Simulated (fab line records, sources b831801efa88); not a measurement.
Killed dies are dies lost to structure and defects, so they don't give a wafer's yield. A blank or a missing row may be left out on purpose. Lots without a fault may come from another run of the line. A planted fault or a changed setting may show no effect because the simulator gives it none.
A struck lot beside a sound one | flow gf180mcu | 15 steps out of a route of 602
Sound: wafers L675.1, L675.3, L675.4. Struck: wafers L687.2, L687.3, L687.6. The cause comes at the end.
At each step with rows: each side's tool, then ch and its chambers, then its first start. Under that, the readings that differ: sound wafers | struck wafers | difference of the means | sigmas: that difference in standard deviations of wafers without a fault.
alike: readings whose means differ by less than 2 such deviations, and words and numbers that are the same on both sides. not compared: withheld readings, readings that some wafer has no value for, bounds like >300 that may hide the same value, and numbers for which the record gives no deviation and whose values overlap.
The two part at a step that has a row with sigmas, a row that says differs or no value, or rows on one side only. Numbers that don't overlap but have no deviation are shown without sigmas and don't part them. A reading that every wafer of one side lacks parts them only if that side has two wafers or more.

first, 6 steps without rows for these wafers: GF_HV_LDD_HMDS_01 (prime time 60 s); GF_HV_LDD_COAT_02 (resist thk 1000 nm); GF_HV_LDD_SOFTBAKE_03 (time 60 s); GF_HV_LDD_EXPOSE_04 (exposes mask Nplus LV AREA, target cd 400 nm); GF_HV_LDD_PEB_05; GF_HV_LDD_DEVELOP_06 (develop time 60 s).
GF_HV_LDD_CD_MEAS_07: target cd 400 nm.
  sound on cd_sem-02, day 10 02:28; struck on cd_sem-01, day 13 17:13
  alike: cd_nm
GF_HV_LDD_OVL_MEAS_08:
  sound on overlay-02, day 10 02:35; struck on overlay-01, day 13 17:19
  alike: HV_LDD_OVL
then, 1 step without rows for these wafers: GF_HV_LDD_IMPLANT_09.
GF_HV_LDD_STRIP_10: strips in O2/N2.
  sound on plasma_asher-04 ch 0,1, day 10 02:46; struck on plasma_asher-02 ch 1, day 13 17:30
  alike: chamber_pressure_mTorr, drypump_motor_current_A, heater_power_w, o2_flow_sccm, oes_product_au, strip_time_to_endpoint_s
  not compared: rf_hours_counter_h
GF_HV_LDD_TW_MEAS_11:
  sound on film_metro-01, day 10 02:52; struck on film_metro-01, day 13 17:37
  alike: HV_LDD_TW
then, 1 step without rows for these wafers: GF_HV_LDD_DEHYDRATE_12 (time 60 s).
GF_HV_LDD_HMDS_13: prime time 60 s.
  sound on litho_track-02 ch 0, day 10 11:10; struck on litho_track-04 ch 0, day 14 02:43
  reading          | sound                | struck               | difference | sigmas
  prime_temp_c (C) | 120.14 120.04 119.74 | 126.69 126.69 126.80 | +6.75      | +52
  alike: exhaust_pa
then, 1 step without rows for these wafers: GF_HV_LDD_COAT_14 (resist thk 1000 nm).
-- the record jumps here: 18 days lie between the struck wafers' starts before and after (it left off in module HV_LDD and takes up again in module PASSIVATION, whose first step shown is number 602 of the route) --
GF_PASSIVATION_PROBE_99:
  the record has rows for the struck wafers here (prober-02, day 32 11:02) and none for the sound ones

WHERE THEY PART
First at GF_HV_LDD_HMDS_13; last, within this record, at GF_PASSIVATION_PROBE_99.

WHY: what the simulator had put in
Process parameter drift: litho_track-04, from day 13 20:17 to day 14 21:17, at GF_HV_LDD_HMDS_13. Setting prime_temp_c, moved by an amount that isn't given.
